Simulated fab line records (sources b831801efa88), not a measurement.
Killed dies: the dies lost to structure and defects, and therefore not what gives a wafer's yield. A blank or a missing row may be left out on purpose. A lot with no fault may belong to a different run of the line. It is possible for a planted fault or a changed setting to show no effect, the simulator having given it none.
Comparing a struck lot with a sound one    flow sky130    23 out of 708 route steps
Sound: these wafers, L268.2, L268.5, L268.6. Wafers struck: L279.1, L279.4, L279.5. The cause comes at the end.
Each step with rows lists, per side, the tool, then ch with its chambers, then its first start. Under that, the readings that differ: sound wafers    struck wafers    difference of the means    sigmas: that difference in standard deviations of wafers without a fault.
alike: words and numbers the same on both sides, and readings whose means are apart by under 2 such deviations; not compared: readings that were withheld, readings missing a value for some wafer, numbers with overlapping values and no deviation given by the record, and bounds like >300 which may hide the same value.
A row with sigmas, a row that says differs or no value, or rows on one side alone: a step with any of these is where the two part. Numbers that don't overlap but have no deviation are shown without sigmas and don't part them. A reading that every wafer of one side lacks parts them only if that side has two wafers or more.

first, 1 step without rows for these wafers: SKY_POLY_GATE_OXIDATION_20 (stabilise 600 s, purge 300 s, target thk 4 nm).
SKY_POLY_GATE_THK_MEAS_21:
  sound on film metro-01 at day 18 20:35; struck on film metro-01 at day 22 08:52
  alike: POLY_GATE_OXIDATION_THK
SKY_POLY_GATE_CD_MEAS_22:
  sound on cd sem-02 at day 18 20:47; struck on cd sem-02 at day 22 08:55
  alike: cd nm
then, 7 steps without rows for these wafers: SKY_LDD_N_DEHYDRATE_00 (time 60 s); SKY_LDD_N_HMDS_01 (prime time 60 s); SKY_LDD_N_COAT_02 (resist thk 300 nm); SKY_LDD_N_SOFTBAKE_03 (time 60 s); SKY_LDD_N_EXPOSE_04 (exposes mask NTM, target cd 840 nm); SKY_LDD_N_PEB_05; SKY_LDD_N_DEVELOP_06 (develop time 60 s).
SKY_LDD_N_OVL_MEAS_07:
  sound on overlay-02 at day 20 03:55; struck on overlay-02 at day 23 15:22
reading         sound        struck         difference  sigmas
LDD_N_OVL (nm)  2.0 4.6 4.2  -0.5 0.2 -0.4  -3.8        -3
following that, these wafers have no rows for 1 step: SKY_LDD_N_IMPLANT_08.
SKY_LDD_N_IMPLANT_09:
  sound on implanter-04 ch 0, day 20 04:07; struck on implanter-04 ch 0, day 23 15:33
reading             sound                          struck                         difference  sigmas
dose ions cm2       7.505e+13 7.486e+13 7.497e+13  5.049e+13 5.056e+13 5.051e+13  -2.444e+13  -99 or more
faraday current uA  427 430 415                    287 286 297                    -134        -16
then, 6 steps without rows for these wafers: SKY_LDD_N_IMPLANT_10; SKY_LDD_N_IMPLANT_11; SKY_LDD_N_IMPLANT_12; SKY_LDD_N_IMPLANT_13; SKY_LDD_N_IMPLANT_14; SKY_LDD_N_IMPLANT_15.
SKY_LDD_N_STRIP_16: strips in O2/N2.
  sound on plasma asher-04 ch 0,1, day 20 05:09; struck on plasma asher-03 ch 0,1, day 23 16:36
reading                       sound              struck             difference  sigmas
strip time to endpoint s (s)  4.348 4.337 4.338  4.258 4.235 4.245  -0.095      -7
  alike: drypump motor current A, n2 flow sccm, oes product au
  not compared: rf hours counter h
SKY_LDD_N_TW_MEAS_17:
  sound on film metro-01 at day 20 05:16; struck on film metro-03 at day 23 16:42
reading   sound           struck          difference  sigmas
LDD_N_TW  2570 2584 2573  2535 2531 2533  -43         -3
then, 1 step without rows for these wafers: SKY_LDD_P_DEHYDRATE_00 (time 60 s).
-- a jump in the record: the struck wafers' starts before and after are 26 days apart (it breaks off in module LDD_P and resumes in module PAD_OPEN, where the first step shown is number 708 of the route) --
SKY_PAD_OPEN_PROBE_99:
  sound on prober-02 at day 47 15:40; struck on prober-02 at day 49 16:56
reading                      sound              struck             difference  sigmas
model.etest.tip n.rs ohm sq  440.3 445.9 442.4  472.3 468.2 470.5  +27.5       
  alike: killed_at_M0_to_M3, killed_at_M4_up, killed at contacts, killed at front end, killed at other, killed dies, killed open, killed short

WHERE THEY PART
First at SKY_LDD_N_OVL_MEAS_07; last, within this record, at SKY_LDD_N_TW_MEAS_17. Later steps at which nothing parts them and some readings are alike: SKY_PAD_OPEN_PROBE_99.

WHY: whatever the simulator had introduced
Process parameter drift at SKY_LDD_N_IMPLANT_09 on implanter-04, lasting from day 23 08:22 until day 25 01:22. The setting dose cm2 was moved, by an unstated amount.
